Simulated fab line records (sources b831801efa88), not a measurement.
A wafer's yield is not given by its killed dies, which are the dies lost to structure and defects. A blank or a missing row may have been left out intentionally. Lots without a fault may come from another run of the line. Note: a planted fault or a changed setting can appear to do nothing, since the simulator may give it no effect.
Which tool is to blame? -- flow gf180mcu -- Sampling: 13 lots, 38 wafers, 3 of 602 route steps

WHAT THE GAUGES SHOWED, per wafer
GF_V3_THK_MEAS_01. Usual: V3_CVD_00_THK 599 nm, standard deviation 6.5.
lot,measured,on,V3_CVD_00_THK (nm),flag
L316,day 21 12:34,film-metro-01,599 591 592,
L317,day 21 19:30,film-metro-03,603 595 605,
L318,day 22 06:41,film-metro-02,599 596 597,
L328,day 25 11:33,film-metro-02,602 592,
L329,day 26 03:13,film-metro-02,606 607 617,
L330,day 26 07:19,film-metro-01,600 602 600,
L331,day 26 15:58,film-metro-03,615 609 614,
L332,day 26 21:39,film-metro-01,596 601 603,
L333,day 27 05:05,film-metro-01,599 589 597,
L334,day 27 13:19,film-metro-03,599 592 599,
L335,day 27 19:31,film-metro-01,594 590 593,
L336,day 28 01:12,film-metro-01,599 604 602,
L339,day 28 19:17,film-metro-02,600 602 602,

GF_V3_BOW_MEAS_05. Usual: V3_BOW 113 um, standard deviation 9.1.
lot,measured,on,V3_BOW (um),flag
L316,day 21 13:05,film-metro-01,122 111 111,
L317,day 21 19:59,film-metro-03,127 121 125,
L318,day 22 07:11,film-metro-01,118 114 117,
L328,day 25 12:04,film-metro-02,120 110,
L329,day 26 03:43,film-metro-03,110 113 108,
L330,day 26 07:53,film-metro-01,117 122 116,
L331,day 26 16:29,film-metro-01,113 109 116,
L332,day 26 22:09,film-metro-02,97 110 111,
L333,day 27 05:35,film-metro-03,123 110 142,
L334,day 27 13:49,film-metro-02,85 100 101,
L335,day 27 20:02,film-metro-01,126 118 116,
L336,day 28 01:42,film-metro-02,124 122 121,
L339,day 28 19:48,film-metro-02,109 99 104,

GF_V3_CD_MEAS_14 targets a cd of 260 nm. Usual: cd-nm 259.8 nm, standard deviation 1.2.
lot,measured,on,cd-nm (nm),flag
L316,day 22 12:28,cd-sem-02,260.0 260.0 261.6,
L317,day 22 19:32,cd-sem-01,260.5 259.9 259.3,
L318,day 23 07:07,cd-sem-01,261.2 260.0 260.5,
L328,day 26 09:40,cd-sem-02,258.5 258.8,
L329,day 27 00:41,cd-sem-01,259.5 259.5 260.2,
L330,day 27 04:16,cd-sem-02,260.9 259.4 258.8,
L331,day 27 13:04,cd-sem-01,260.2 260.9 259.8,
L332,day 27 18:16,cd-sem-02,259.1 259.3 258.8,
L333,day 28 01:17,cd-sem-01,258.2 257.4 258.3,
L334,day 28 09:13,cd-sem-02,260.2 260.2 259.8,
L335,day 28 15:05,cd-sem-01,257.7 256.8 258.0,
L336,day 28 20:49,cd-sem-01,258.7 258.3 257.1,
L339,day 29 14:11,cd-sem-01,259.9 258.6 260.2,

WHICH TOOL RAN EACH LOT (tool, then ch and the chambers of the sampled wafers, then the start)
Before these readings, the record contains no process step.

WHAT THE TOOLS THEMSELVES READ (means of the sampled wafers that have a number; where no wafer has one, the mark that the record gives instead)
The record holds no such reading with a usual standard deviation.

THE ANSWER, worked out from the rows above alone
Rule: a lot counts as off when the mean over its wafers that have a number is more than 3 standard deviations away from the usual mean. Also off: a lot with no number at a reading for which 4 or more lots have one. Where the step has rows for the other lots, those lots are counted as sound. After the gauges, taken in route order, come the tools' own readings; for these a lot's mean is taken, as printed above. At the first step where some lot is off, the reading lying furthest off is the one used; lots without a number count as furthest.
No lot is off at any reading shown: from this, nothing can be told.

WHAT THE SIMULATOR PUT IN
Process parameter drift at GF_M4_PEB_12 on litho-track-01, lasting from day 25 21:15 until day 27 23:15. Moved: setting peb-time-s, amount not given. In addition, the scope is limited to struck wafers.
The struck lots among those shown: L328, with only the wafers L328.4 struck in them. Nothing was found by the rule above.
